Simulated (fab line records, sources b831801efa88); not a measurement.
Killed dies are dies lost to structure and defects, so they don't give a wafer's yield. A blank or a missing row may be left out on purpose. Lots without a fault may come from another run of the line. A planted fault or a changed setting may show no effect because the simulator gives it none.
A struck lot beside a sound one | flow gf180mcu | 34 steps out of a route of 602
Sound: wafers L221.1, L221.5, L221.6. Struck: wafers L234.2, L234.3, L234.6. The cause comes at the end.
At each step with rows: each side's tool, then ch and its chambers, then its first start. Under that, the readings that differ: sound wafers | struck wafers | difference of the means | sigmas: that difference in standard deviations of wafers without a fault.
alike: readings whose means differ by less than 2 such deviations, and words and numbers that are the same on both sides. not compared: withheld readings, readings that some wafer has no value for, bounds like >300 that may hide the same value, and numbers for which the record gives no deviation and whose values overlap.
The two part at a step that has a row with sigmas, a row that says differs or no value, or rows on one side only. Numbers that don't overlap but have no deviation are shown without sigmas and don't part them. A reading that every wafer of one side lacks parts them only if that side has two wafers or more.

first, 1 step without rows for these wafers: GF_HV_LDD_IMPLANT_21.
GF_HV_LDD_STRIP_22: strips in O2/N2.
  sound on plasma_asher-02 ch 0,1, day 11 13:22; struck on plasma_asher-02 ch 0,1, day 15 17:53
  alike: drypump_motor_current_A, heater_power_w, oes_product_au, strip_time_to_endpoint_s
  not compared: rf_hours_counter_h
GF_HV_LDD_TW_MEAS_23:
  sound on film_metro-03, day 11 13:28; struck on film_metro-03, day 15 18:00
  alike: HV_LDD_2_TW
then, 7 steps without rows for these wafers: GF_HV_LDD_DEHYDRATE_24 (time 60 s); GF_HV_LDD_HMDS_25 (prime time 60 s); GF_HV_LDD_COAT_26 (resist thk 1000 nm); GF_HV_LDD_SOFTBAKE_27 (time 60 s); GF_HV_LDD_EXPOSE_28 (exposes mask Nplus HV AREA, target cd 400 nm); GF_HV_LDD_PEB_29; GF_HV_LDD_DEVELOP_30 (develop time 60 s).
GF_HV_LDD_CD_MEAS_31: target cd 400 nm.
  sound on cd_sem-01, day 12 08:26; struck on cd_sem-02, day 16 16:24
  alike: cd_nm
GF_HV_LDD_OVL_MEAS_32:
  sound on overlay-01, day 12 08:34; struck on overlay-01, day 16 16:31
  alike: HV_LDD_02_OVL
GF_HV_LDD_IMPLANT_33:
  sound on implanter-01 ch 0, day 12 08:35; struck on implanter-01, day 16 16:34
  no value came back on the struck wafers for beam_energy_keV, beam_on_s (s); on the sound wafers beam_energy_keV reads 59.995 60.001 59.980
then, 3 steps without rows for these wafers: GF_HV_LDD_IMPLANT_34; GF_HV_LDD_IMPLANT_35; GF_HV_LDD_IMPLANT_36.
GF_HV_LDD_STRIP_37: strips in O2/N2.
  sound on plasma_asher-02 ch 0,1, day 12 09:11; struck on plasma_asher-02 ch 0,1, day 16 17:08
  alike: drypump_motor_current_A, heater_power_w, oes_product_au, strip_time_to_endpoint_s
  not compared: rf_hours_counter_h
GF_HV_LDD_TW_MEAS_38:
  sound on film_metro-02, day 12 09:17; struck on film_metro-03, day 16 17:15
  reading     | sound          | struck         | difference | sigmas
  HV_LDD_3_TW | 1435 1434 1430 | 1333 1345 1338 | -94        | -5
then, 7 steps without rows for these wafers: GF_HV_LDD_DEHYDRATE_39 (time 60 s); GF_HV_LDD_HMDS_40 (prime time 60 s); GF_HV_LDD_COAT_41 (resist thk 1000 nm); GF_HV_LDD_SOFTBAKE_42 (time 60 s); GF_HV_LDD_EXPOSE_43 (exposes mask Pplus HV AREA, target cd 400 nm); GF_HV_LDD_PEB_44; GF_HV_LDD_DEVELOP_45 (develop time 60 s).
GF_HV_LDD_CD_MEAS_46: target cd 400 nm.
  sound on cd_sem-01, day 13 05:25; struck on cd_sem-01, day 17 16:15
  alike: cd_nm
GF_HV_LDD_OVL_MEAS_47:
  sound on overlay-02, day 13 05:32; struck on overlay-02, day 17 16:22
  alike: HV_LDD_03_OVL
then, 1 step without rows for these wafers: GF_HV_LDD_IMPLANT_48.
GF_HV_LDD_STRIP_49: strips in O2/N2.
  sound on plasma_asher-04 ch 0,1, day 13 05:44; struck on plasma_asher-04 ch 0,1, day 17 16:32
  alike: drypump_motor_current_A, heater_power_w, oes_product_au, strip_time_to_endpoint_s
  not compared: rf_hours_counter_h
GF_HV_LDD_TW_MEAS_50:
  sound on film_metro-01, day 13 05:50; struck on film_metro-01, day 17 16:39
  alike: HV_LDD_4_TW
then, 1 step without rows for these wafers: GF_HV_LDD_CLEAN_51 (cleans in SC1/SC2, time 150 s).
GF_HV_LDD_RTA_52: time 10 s.
  sound on rtp_anneal-02 ch 0, day 13 05:56; struck on rtp_anneal-02 ch 0, day 17 16:46
  alike: chamber_o2_ppm, lamp_power_pct, wafer_temp_C_max
GF_HV_LDD_RS_MEAS_53: measures by four-point-probe.
  sound on film_metro-03, day 13 06:00; struck on film_metro-02, day 17 16:50
  reading            | sound             | struck            | difference | sigmas
  HV_LDD_RS (ohm/sq) | 417.5 417.2 417.1 | 438.6 439.4 438.2 | +21.5      | +24
then, 1 step without rows for these wafers: GF_HV_LDD_CVD_54 (deposits SiO2 from TEOS, target thk 10 nm, time 75 s).

WHERE THEY PART
First at GF_HV_LDD_IMPLANT_33; last, within this record, at GF_HV_LDD_RS_MEAS_53.

WHY: what the simulator had put in
Skipped step whole: implanter-01, from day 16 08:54 on, at GF_HV_LDD_IMPLANT_33. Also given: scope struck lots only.
